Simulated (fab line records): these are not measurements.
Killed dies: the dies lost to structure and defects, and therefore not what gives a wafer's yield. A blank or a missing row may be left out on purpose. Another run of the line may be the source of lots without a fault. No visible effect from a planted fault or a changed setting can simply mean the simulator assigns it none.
Check for tools in common	flow sky130	Sampled: 12 lots, 34 wafers

REASON FOR OPENING
Of 12 lots, 2 have the reading PASSIVATION_CVD_02_THK flagged at SKY_PASSIVATION_THK_MEAS_03. Fault-free wafers read 540 nm, with a standard deviation of 7.6.
Rule: a lot is flagged in two cases, either no wafer of it has a number, or all its wafers with numbers fall more than 4 standard deviations from that mean. All remaining lots are regarded as sound.

lot	measured	on	PASSIVATION_CVD_02_THK (nm), wafer by wafer	flag
L572	day 44 12:01	film_metro-01	551 551 545	
L577	day 45 17:07	film_metro-01	539 537 543	
L578	day 46 10:03	film_metro-04	536 542 554	
L580	day 46 13:24	film_metro-01	529 542 550	
L579	day 46 18:15	film_metro-04	531 537 535	
L583	day 47 10:04	film_metro-04	537 534 532	
L584	day 47 13:02	film_metro-01	529 539 547	
L585	day 47 16:20	film_metro-04	538 547 542	
L586	day 47 22:32	film_metro-03	545 544 548	
L589	day 48 23:52	film_metro-04	533 533 543	
L591	day 49 01:02	film_metro-04	315 315	FLAGGED
L593	day 49 08:54	film_metro-04	326 326	FLAGGED
On average the flagged lots' numbers are 320 nm, which is -220 nm against the usual, or -29 standard deviations.

LOT BY LOT: THE TOOL USED
The record holds 3 process steps before the reading, out of a route of 708 steps. Read each cell as the tool, then ch plus the chambers that the sampled wafers visited, then the start.
lot	flag	SKY_METAL4_METAL_ETCH_18	SKY_METAL5_SPUTTER_03	SKY_PASSIVATION_CVD_02
L572		rie_metal-04 ch 0,1, day 42 09:50	pvd_sputter-03, day 43 12:36	pecvd-04 ch 0,1,2, day 44 11:52
L577		rie_metal-03 ch 0,1, day 43 17:52	pvd_sputter-01, day 44 18:43	pecvd-01 ch 0,1, day 45 16:54
L578		rie_metal-04 ch 0,1, day 44 12:40	pvd_sputter-02, day 45 12:28	pecvd-01 ch 0,2, day 46 09:49
L580		rie_metal-04 ch 0,1, day 44 15:20	pvd_sputter-01, day 45 15:13	pecvd-04 ch 0,2, day 46 13:10
L579		rie_metal-04 ch 0,1, day 44 20:05	pvd_sputter-01, day 45 19:42	pecvd-04 ch 0,1, day 46 18:00
L583		rie_metal-03 ch 0,1, day 45 12:31	pvd_sputter-02, day 46 13:04	pecvd-02 ch 0,1,2, day 47 09:50
L584		rie_metal-04 ch 0,1, day 45 17:11	pvd_sputter-01, day 46 16:01	pecvd-02 ch 1,2, day 47 12:47
L585		rie_metal-03 ch 0,1, day 45 21:26	pvd_sputter-03, day 46 19:59	pecvd-02 ch 0,2, day 47 16:05
L586		rie_metal-04 ch 0,1, day 46 02:10	pvd_sputter-03, day 47 01:49	pecvd-04 ch 1,2, day 47 22:19
L589		rie_metal-04 ch 0,1, day 47 05:40	pvd_sputter-01, day 48 04:03	pecvd-01 ch 0,1, day 48 23:38
L591	FLAGGED	rie_metal-03 ch 1, day 47 07:04	pvd_sputter-01, day 48 05:01	pecvd-02 ch 0, day 49 00:49
L593	FLAGGED	rie_metal-02 ch 0, day 47 15:44	pvd_sputter-02, day 48 13:41	pecvd-02 ch 0, day 49 08:45
What these steps do:
- SKY_METAL4_METAL_ETCH_18: etches the open film in Cl2/BCl3, stops on SiO2, target depth 845 nm, time 183.1 s.
- SKY_METAL5_SPUTTER_03: material Ti, target thk 5 nm, time 3.3 s.
- SKY_PASSIVATION_CVD_02: deposits Si3N4, target thk 540 nm.
- SKY_PASSIVATION_THK_MEAS_03

FLAGGED OVER TOTAL, TOOL BY TOOL (the gauges that took the reading come last)
step	tool	lots run	flagged	share of the flagged lots	sound lots run after its first flagged lot
SKY_METAL4_METAL_ETCH_18	rie_metal-02	1	1	some	0
SKY_METAL4_METAL_ETCH_18	rie_metal-03	4	1	some	0
SKY_METAL4_METAL_ETCH_18	rie_metal-04	7	0	none	-
SKY_METAL5_SPUTTER_03	pvd_sputter-01	6	1	some	0
SKY_METAL5_SPUTTER_03	pvd_sputter-02	3	1	some	0
SKY_METAL5_SPUTTER_03	pvd_sputter-03	3	0	none	-
SKY_PASSIVATION_CVD_02	pecvd-01	3	0	none	-
SKY_PASSIVATION_CVD_02	pecvd-02	5	2	all	0
SKY_PASSIVATION_CVD_02	pecvd-04	4	0	none	-
SKY_PASSIVATION_THK_MEAS_03	film_metro-01	4	0	none	-
SKY_PASSIVATION_THK_MEAS_03	film_metro-03	1	0	none	-
SKY_PASSIVATION_THK_MEAS_03	film_metro-04	7	2	all	0

WHAT THE TABLE ALLOWS
Rows of the table that ran all the flagged lots, 2 in number: pecvd-02 at SKY_PASSIVATION_CVD_02; film_metro-04 at SKY_PASSIVATION_THK_MEAS_03.
- pecvd-02 at SKY_PASSIVATION_CVD_02 ran 5 lots, 2 of them flagged. It ran its last sound lot, L585, at day 47 16:05 and its first flagged lot, L591, at day 49 00:49: a fault with its onset between the two fits.
- film_metro-04 at SKY_PASSIVATION_THK_MEAS_03 ran 7 lots, 2 of them flagged. It ran its last sound lot, L589, at day 48 23:52 and its first flagged lot, L591, at day 49 01:02: a fault with its onset between the two fits.
These 2 tools cannot be told apart by counting lots, since each of them fits a fault that started at some hour. More lots, or a look at what each step does to the wafer, might.

WHAT THE SIMULATOR HAD INSERTED
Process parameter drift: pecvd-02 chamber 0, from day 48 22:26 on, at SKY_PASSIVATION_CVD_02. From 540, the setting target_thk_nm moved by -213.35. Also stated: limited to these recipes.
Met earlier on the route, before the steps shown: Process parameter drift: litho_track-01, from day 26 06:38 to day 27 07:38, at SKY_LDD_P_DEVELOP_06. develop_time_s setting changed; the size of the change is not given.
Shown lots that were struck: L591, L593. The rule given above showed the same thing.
